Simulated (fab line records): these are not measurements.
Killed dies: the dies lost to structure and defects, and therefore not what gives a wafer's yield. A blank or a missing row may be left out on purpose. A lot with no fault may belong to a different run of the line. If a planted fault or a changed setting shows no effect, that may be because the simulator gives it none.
Chamber matching	flow gf180mcu	GF_STI_CMP_25 on cmp-02: 4 sister chambers
The step polishes, stops on Si3N4, t overpolish 33 s, target thk 524.6 nm. 4 wafers are shown with their chamber, then 8 later ones without.

## WAFERS WITH THEIR CHAMBER
wafer	chamber	motorCurrentA (A)
L905.5	2	10.3
L905.6	3	10.6
L910.2	0	11.9
L911.1	1	15.9

## WAFERS WITH NO CHAMBER GIVEN
wafer	motorCurrentA (A)
L911.3	11.4
L911.6	12.2
L916.2	11.7
L916.4	11.1
L916.5	10.5
L917.1	15.8
L917.4	12.0
L917.5	15.0

## CHAMBER TAKEN BY EACH
wafer	from the rows above	in truth
L911.3	can't be placed: 0 or 3 or 2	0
L911.6	0	0
L916.2	0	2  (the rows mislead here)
L916.4	can't be placed: 3 or 2 or 0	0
L916.5	can't be placed: 3 or 2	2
L917.1	1	1
L917.4	0	0
L917.5	1	1
4 of 8 placed correctly. Unplaceable from these rows: 3, with the true chamber sitting among the candidates in 3. Placed wrongly: 1.
How it was worked out, from the rows above alone: a wafer's distance from a chamber is the root of the sum, over the readings, of the square of ((its reading less the chamber's mean) divided by the reading's scatter). The wafer belongs to the nearest chamber; if the next one is less than 2 further off, it can't be placed. The mean given for a chamber averages the wafers shown for that chamber. The scatter: root of mean squared gap, hidden wafer to nearest shown wafer, with one shown wafer a chamber.
